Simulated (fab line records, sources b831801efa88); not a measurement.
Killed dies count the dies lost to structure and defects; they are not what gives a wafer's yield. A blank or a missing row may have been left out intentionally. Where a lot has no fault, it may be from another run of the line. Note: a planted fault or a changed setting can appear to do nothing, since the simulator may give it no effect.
fab line records ; flow gf180mcu
record: lots: 14; wafers: 42; lastDay: 34
route steps=602 shown PSD@263 SAB@265 CONTACT@287
lots that met no fault: from a run of the same line without faults
startH: hours from the record's opening day to when the first of the lot's shown wafers began ; waitH: how many hours have passed since the lot's step before this one ; " the same as in the row above ; L1.1+2: a single row standing in for several wafers ; - either no value or no given start ; * or withheld: withheld ; < > ~ a bound
route shown NAME@n: NAME is a module with steps in the file, n the number in the route of the first one ; usual: average and standard deviation across the fault-free wafers ; same: alike in all rows ; chamber/n: place in a boat ; sites: the reading at each site ; _std_site: the values' standard deviation ; _edge_site: outer sites' mean less inner sites' ; radiusMm: for every site, how far away it sits from the centre of the wafer ; mask NAME#n: copy n ; behind: the tool/chamber that last shaped the wafer ; hold: why the lot was held/for how many hours/how that ended ; device: whichever transistor did not switch (one of n, p or np) ; end of line: at the end of the route, the tests of the same wafers ; where a step has no rows: the recipe by itself ; killed: dies that structure and defects cost at the first sort, which is not the same as the wafer's yield ; map: dies across one wafer; x = killed, . = not, _ = none there
set.NAME: the setting the step ran with; set.NAME@STEP: the setting that earlier step ran with ; model.NAME: the simulator's own value behind a step, which no gauge read
steps of the route over a sample of lots; a table a step, a row a wafer
services: from which hour (startH, from the record's first day; less than 0 if before it) a tool's chamber was out of use, for how many hours, and why
== steps ==
step: GF_PSD_RS_MEAS_15
recipe: thkMeasGauge: four-point-probe
usual: PSD_RS: 108.62/0.27
lot.wafer;tool;chamber;startH;waitH;PSD_RS[ohm/sq]
L134.1;filmMetro-04;-;336.09;0.1;108.57
L134.4;filmMetro-04;-;336.09;0.1;108.58
L134.6;filmMetro-04;-;336.09;0.1;108.87
L135.1;filmMetro-01;-;341.32;0.1;108.77
L135.2;filmMetro-01;-;341.32;0.1;108.82
L135.6;filmMetro-01;-;341.32;0.1;108.30
L136.2;filmMetro-04;-;347.36;0.1;108.54
L136.3;filmMetro-04;-;347.36;0.1;108.74
L136.6;filmMetro-04;-;347.36;0.1;108.17
L138.4;filmMetro-03;-;364.55;0.1;108.40
L138.5;filmMetro-03;-;364.55;0.1;108.64
L138.6;filmMetro-03;-;364.55;0.1;108.69
L139.2;filmMetro-04;-;375.86;0.1;108.41
L139.4;filmMetro-04;-;375.86;0.1;108.72
L139.6;filmMetro-04;-;375.86;0.1;108.61
L142.4;filmMetro-03;-;404.76;0.1;108.88
L142.5;filmMetro-03;-;404.76;0.1;108.42
L142.6;filmMetro-03;-;404.76;0.1;108.80
L143.1;filmMetro-01;-;413.39;0.1;108.42
L143.4;filmMetro-01;-;413.39;0.1;108.36
L143.5;filmMetro-01;-;413.39;0.1;108.50
L145.1;filmMetro-04;-;429.56;0.1;108.86
L145.3;filmMetro-04;-;429.56;0.1;108.88
L145.5;filmMetro-04;-;429.56;0.1;108.77
L146.2;filmMetro-01;-;437.11;0.1;108.77
L146.4;filmMetro-01;-;437.11;0.1;108.61
L146.5;filmMetro-01;-;437.11;0.1;108.37
L147.4;filmMetro-01;-;442.60;0.1;108.53
L147.5;filmMetro-01;-;442.60;0.1;108.73
L147.6;filmMetro-01;-;442.60;0.1;108.29
L149.1;filmMetro-03;-;463.97;0.1;108.53
L149.4;filmMetro-03;-;463.97;0.1;108.13
L149.5;filmMetro-03;-;463.97;0.1;108.59
L151.1;filmMetro-03;-;479.60;0.1;108.39
L151.3;filmMetro-03;-;479.60;0.1;108.47
L151.4;filmMetro-03;-;479.60;0.1;108.58
L154.4;filmMetro-01;-;501.08;0.1;109.54
L154.5;filmMetro-01;-;501.08;0.1;108.88
L154.6;filmMetro-01;-;501.08;0.1;109.18
L155.2;filmMetro-01;-;513.92;0.1;108.89
L155.4;filmMetro-01;-;513.92;0.1;108.71
L155.5;filmMetro-01;-;513.92;0.1;108.84
step: GF_SAB_THK_MEAS_01
recipe: reads: SiO2_of_SAB_CVD_00
usual: SAB_CVD_00_THK: 50.1/0.72
lot.wafer;tool;chamber;startH;waitH;SAB_CVD_00_THK[nm]
L134.1;filmMetro-02;-;336.23;0.0;48.9
L134.4;filmMetro-02;-;336.23;0.0;50.4
L134.6;filmMetro-02;-;336.23;0.0;50.0
L135.1;filmMetro-02;-;341.46;0.0;50.0
L135.2;filmMetro-02;-;341.46;0.0;48.9
L135.6;filmMetro-02;-;341.46;0.0;50.5
L136.2;filmMetro-01;-;347.50;0.0;49.8
L136.3;filmMetro-01;-;347.50;0.0;51.1
L136.6;filmMetro-01;-;347.50;0.0;51.1
L138.4;filmMetro-01;-;364.66;0.0;50.8
L138.5;filmMetro-01;-;364.66;0.0;51.3
L138.6;filmMetro-01;-;364.66;0.0;50.0
L139.2;filmMetro-01;-;375.99;0.0;47.9
L139.4;filmMetro-01;-;375.99;0.0;50.2
L139.6;filmMetro-01;-;375.99;0.0;48.6
L142.4;filmMetro-02;-;404.87;0.0;50.5
L142.5;filmMetro-02;-;404.87;0.0;50.7
L142.6;filmMetro-02;-;404.87;0.0;51.1
L143.1;filmMetro-02;-;413.53;0.0;50.1
L143.4;filmMetro-02;-;413.53;0.0;49.4
L143.5;filmMetro-02;-;413.53;0.0;51.0
L145.1;filmMetro-02;-;429.69;0.0;50.3
L145.3;filmMetro-02;-;429.69;0.0;49.9
L145.5;filmMetro-02;-;429.69;0.0;50.4
L146.2;filmMetro-02;-;437.24;0.0;50.2
L146.4;filmMetro-02;-;437.24;0.0;50.8
L146.5;filmMetro-02;-;437.24;0.0;50.1
L147.4;filmMetro-02;-;442.71;0.0;49.2
L147.5;filmMetro-02;-;442.71;0.0;50.6
L147.6;filmMetro-02;-;442.71;0.0;50.2
L149.1;filmMetro-01;-;464.11;0.0;48.4
L149.4;filmMetro-01;-;464.11;0.0;49.8
L149.5;filmMetro-01;-;464.11;0.0;49.1
L151.1;filmMetro-01;-;479.74;0.0;49.1
L151.3;filmMetro-01;-;479.74;0.0;48.4
L151.4;filmMetro-01;-;479.74;0.0;49.5
L154.4;filmMetro-02;-;501.18;0.0;50.7
L154.5;filmMetro-02;-;501.18;0.0;50.5
L154.6;filmMetro-02;-;501.18;0.0;50.4
L155.2;filmMetro-03;-;514.05;0.0;48.8
L155.4;filmMetro-03;-;514.05;0.0;50.4
L155.5;filmMetro-03;-;514.05;0.0;50.4
step: GF_SAB_OVL_MEAS_10
usual: SAB_OVL: 0.3/1.6
lot.wafer;tool;chamber;startH;waitH;SAB_OVL[nm]
L134.1;overlay-01;-;357.14;0.1;0.4
L134.4;overlay-01;-;357.14;0.1;1.7
L134.6;overlay-01;-;357.14;0.1;0.4
L135.1;overlay-02;-;363.24;0.1;0.4
L135.2;overlay-02;-;363.24;0.1;0.4
L135.6;overlay-02;-;363.24;0.1;1.0
L136.2;overlay-01;-;368.89;0.1;2.6
L136.3;overlay-01;-;368.89;0.1;1.2
L136.6;overlay-01;-;368.89;0.1;1.9
L138.4;overlay-02;-;386.10;0.1;-1.2
L138.5;overlay-02;-;386.10;0.1;-1.5
L138.6;overlay-02;-;386.10;0.1;-2.3
L139.2;overlay-01;-;397.99;0.1;0.7
L139.4;overlay-01;-;397.99;0.1;3.0
L139.6;overlay-01;-;397.99;0.1;1.9
L142.4;overlay-01;-;428.85;0.1;-0.9
L142.5;overlay-01;-;428.85;0.1;-1.8
L142.6;overlay-01;-;428.85;0.1;-3.0
L143.1;overlay-01;-;437.71;0.1;0.4
L143.4;overlay-01;-;437.71;0.1;1.8
L143.5;overlay-01;-;437.71;0.1;1.2
L145.1;overlay-02;-;453.44;0.1;0.0
L145.3;overlay-02;-;453.44;0.1;1.8
L145.5;overlay-02;-;453.44;0.1;1.0
L146.2;overlay-01;-;461.39;0.1;1.2
L146.4;overlay-01;-;461.39;0.1;1.8
L146.5;overlay-01;-;461.39;0.1;-2.6
L147.4;overlay-02;-;466.70;0.1;-1.5
L147.5;overlay-02;-;466.70;0.1;-2.4
L147.6;overlay-02;-;466.70;0.1;-1.2
L149.1;overlay-02;-;491.60;0.1;-0.6
L149.4;overlay-02;-;491.60;0.1;0.1
L149.5;overlay-02;-;491.60;0.1;-0.3
L151.1;overlay-02;-;501.24;0.1;1.1
L151.3;overlay-02;-;501.24;0.1;0.5
L151.4;overlay-02;-;501.24;0.1;1.8
L154.4;overlay-01;-;524.25;0.1;-3.5
L154.5;overlay-01;-;524.25;0.1;-2.2
L154.6;overlay-01;-;524.25;0.1;-2.0
L155.2;overlay-02;-;537.04;0.1;-0.2
L155.4;overlay-02;-;537.04;0.1;0.6
L155.5;overlay-02;-;537.04;0.1;-0.2
step: GF_CONTACT_CVD_00
recipe: material: SiO2; targetThkNm: 300; sigmaOpenFrac: 0.3; tempC: 400; timeS: 50; sih4FlowSccm: 60; pressureMtorr: 6
lot.wafer;tool;chamber;startH;waitH
L134.1+4+6;hdpcvd-01;1,0,1;358.06;0.1
L135.1+2+6;hdpcvd-01;0,1,1;364.15;0.1
L136.2+3+6;hdpcvd-01;0,1,1;369.81;0.1
L138.4+5+6;hdpcvd-02;1,0,2;387.04;0.1
L138.4+5+6;hdpcvd-02;1,0,2;387.25;0.2
L139.2+4+6;hdpcvd-01;2,1,0;398.89;0.1
L139.2+4+6;hdpcvd-01;2,1,0;399.10;0.2
L142.4+5+6;hdpcvd-02;2,1,0;429.77;0.1
L143.1+4+5;hdpcvd-01;1,2,0;438.61;0.1
L145.1+3+5;hdpcvd-01;2,0,1;454.52;0.1
L146.2+4+5;hdpcvd-01;2,0,1;462.30;0.1
L147.4+5+6;hdpcvd-01;1,0,2;467.70;0.1
L149.1+4+5;hdpcvd-02;0,1,2;492.64;0.1
L151.1+3+4;hdpcvd-01;2,0,0;502.13;0.1
L154.4+5+6;hdpcvd-02;1,0,2;525.25;0.1
L155.2+4+5;hdpcvd-01;2,2,1;537.97;0.1
step: GF_CONTACT_THK_MEAS_01
recipe: reads: SiO2_of_CONTACT_CVD_00
usual: CONTACT_CVD_00_THK: 303/3.4
lot.wafer;tool;chamber;startH;waitH;CONTACT_CVD_00_THK[nm]
L134.1;filmMetro-03;-;358.10;0.0;300
L134.4;filmMetro-03;-;358.10;0.0;300
L134.6;filmMetro-03;-;358.10;0.0;303
L135.1;filmMetro-03;-;364.20;0.0;304
L135.2;filmMetro-03;-;364.20;0.0;301
L135.6;filmMetro-03;-;364.20;0.0;309
L136.2;filmMetro-04;-;369.87;0.0;301
L136.3;filmMetro-04;-;369.87;0.0;303
L136.6;filmMetro-04;-;369.87;0.0;299
L138.4;filmMetro-04;-;387.36;0.1;594
L138.5;filmMetro-04;-;387.36;0.1;603
L138.6;filmMetro-04;-;387.36;0.1;601
L139.2;filmMetro-03;-;399.15;0.0;597
L139.4;filmMetro-03;-;399.15;0.0;605
L139.6;filmMetro-03;-;399.15;0.0;604
L142.4;filmMetro-04;-;429.82;0.0;304
L142.5;filmMetro-04;-;429.82;0.0;300
L142.6;filmMetro-04;-;429.82;0.0;302
L143.1;filmMetro-04;-;438.66;0.0;307
L143.4;filmMetro-04;-;438.66;0.0;301
L143.5;filmMetro-04;-;438.66;0.0;303
L145.1;filmMetro-02;-;454.57;0.0;299
L145.3;filmMetro-02;-;454.57;0.0;305
L145.5;filmMetro-02;-;454.57;0.0;303
L146.2;filmMetro-02;-;462.36;0.0;305
L146.4;filmMetro-02;-;462.36;0.0;309
L146.5;filmMetro-02;-;462.36;0.0;310
L147.4;filmMetro-02;-;467.75;0.0;308
L147.5;filmMetro-02;-;467.75;0.0;310
L147.6;filmMetro-02;-;467.75;0.0;307
L149.1;filmMetro-04;-;492.68;0.0;302
L149.4;filmMetro-04;-;492.68;0.0;302
L149.5;filmMetro-04;-;492.68;0.0;306
L151.1;filmMetro-04;-;502.18;0.0;299
L151.3;filmMetro-04;-;502.18;0.0;303
L151.4;filmMetro-04;-;502.18;0.0;300
L154.4;filmMetro-03;-;525.30;0.0;300
L154.5;filmMetro-03;-;525.30;0.0;303
L154.6;filmMetro-03;-;525.30;0.0;305
L155.2;filmMetro-04;-;538.02;0.0;300
L155.4;filmMetro-04;-;538.02;0.0;302
L155.5;filmMetro-04;-;538.02;0.0;311
step: GF_CONTACT_ETCH_17
recipe: chemistry: C4F8/O2/Ar; maskMaterial: KrF; target: SiO2; stopOn: CoSi2; sourceW: 1500; biasW: 1200; pressureMtorr: 40; c4f8FlowSccm: withheld; O2_flow_sccm: 6; Ar_flow_sccm: 300; timeS: withheld; targetDepthA: 8600
usual: oesProductAu: 0.816/0.0047
lot.wafer;tool;chamber;startH;waitH;oesProductAu
L134.1;rieDiel-02;0;-;-;0.819
L134.4;rieDiel-02;3;-;-;0.815
L134.6;rieDiel-02;3;-;-;0.816
L135.1;rieDiel-03;2;-;-;0.825
L135.2;rieDiel-03;0;-;-;0.813
L135.6;rieDiel-03;3;-;-;0.817
L136.2;rieDiel-03;3;-;-;0.828
L136.3;rieDiel-03;2;-;-;0.812
L136.6;rieDiel-03;3;-;-;0.817
L138.4;rieDiel-01;3;-;-;0.963
L138.5;rieDiel-01;1;-;-;0.965
L138.6;rieDiel-01;0;-;-;0.964
L139.2;rieDiel-02;3;-;-;0.967
L139.4;rieDiel-02;1;-;-;0.971
L139.6;rieDiel-02;2;-;-;0.968
L142.4;rieDiel-03;3;-;-;0.812
L142.5;rieDiel-03;3;-;-;0.816
L142.6;rieDiel-03;2;-;-;0.815
L143.1;rieDiel-02;2;-;-;0.821
L143.4;rieDiel-02;1;-;-;0.815
L143.5;rieDiel-02;3;-;-;0.826
L145.1;rieDiel-01;0;-;-;0.811
L145.3;rieDiel-01;1;-;-;0.818
L145.5;rieDiel-01;0;-;-;0.824
L146.2;rieDiel-03;3;-;-;0.817
L146.4;rieDiel-03;1;-;-;0.820
L146.5;rieDiel-03;3;-;-;0.816
L147.4;rieDiel-02;3;-;-;0.824
L147.5;rieDiel-02;3;-;-;0.823
L147.6;rieDiel-02;2;-;-;0.815
L149.1;rieDiel-03;2;-;-;0.818
L149.4;rieDiel-03;2;-;-;0.820
L149.5;rieDiel-03;3;-;-;0.819
L151.1;rieDiel-03;3;-;-;0.813
L151.3;rieDiel-03;1;-;-;0.814
L151.4;rieDiel-03;2;-;-;0.808
L154.4;rieDiel-03;2;-;-;0.817
L154.5;rieDiel-03;0;-;-;0.820
L154.6;rieDiel-03;1;-;-;0.817
L155.2;rieDiel-03;1;-;-;0.812
L155.4;rieDiel-03;3;-;-;0.826
L155.5;rieDiel-03;3;-;-;0.825
== services ==
tool;chamber;startH;hours;kind
rieDiel-02;2;334.26;-;clean
rieDiel-02;2;334.26;29.0;scheduledDown
rieDiel-02;2;334.26;29.0;ventCycle
rieDiel-02;1;343.63;4.1;repair
rieDiel-01;3;349.70;5.2;repair
rieDiel-01;3;395.75;5.3;repair
hdpcvd-02;2;402.64;6.5;repair
hdpcvd-02;-;414.26;5.5;pm
rieDiel-02;0;428.98;-;clean
rieDiel-02;0;428.98;17.8;scheduledDown
rieDiel-03;2;459.21;47.9;repair
hdpcvd-02;-;459.34;0.3;repair
hdpcvd-02;-;472.10;0.8;repair
hdpcvd-01;0;503.46;9.4;repair
hdpcvd-01;1;512.30;6.0;repair
rieDiel-03;0;512.45;5.3;repair
rieDiel-02;-;514.42;2.8;pm
hdpcvd-02;-;539.25;15.0;pm
hdpcvd-02;0;539.25;15.0;ventCycle
hdpcvd-02;1;539.25;15.0;ventCycle
hdpcvd-02;2;539.25;15.0;ventCycle
hdpcvd-02;0;554.25;-;clean
hdpcvd-02;1;554.25;-;clean
hdpcvd-02;2;554.25;-;clean
== key ==
firstSign: step: GF_CONTACT_CVD_00; reading: visit; direction: added
effect: step: GF_CONTACT_THK_MEAS_01; reading: CONTACT_CVD_00_THK; direction: up; sigmas: 88; usual: 303; struck: 601
effect: step: GF_CONTACT_ETCH_17; reading: oesProductAu; direction: up; sigmas: 32; usual: 0.816; struck: 0.967
metAt GF_CONTACT_CVD_00
struckLots L138,L139
rowsEnd L138.5
sortLeftOut L138.4,L138.6,L139.2,L139.4,L139.6
testerLeftOut L138,L139
notActingAt GF_PSD_RS_MEAS_15,GF_SAB_THK_MEAS_01,GF_SAB_OVL_MEAS_10
fault: kind: repeatedStepWhole; tool: hdpcvd-01,hdpcvd-02; chamber: -; onsetH: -; steps: GF_CONTACT_CVD_00; times: 1; scope: struckLotsOnly
testerLeftOut: of these lots the tester's yield and bins aren't shown, on N5 and GAA mostly nor the transistor test; their killed dies are dies lost to structure and defects alone, not to doping, threshold or leakage, so they don't give the yield
sortLeftOut: the simulated sort isn't trusted on such a fault, so these wafers' sort isn't shown, and their yield isn't known
rowsEnd: these wafers met a further fault down the route, and their rows from its step on are left out
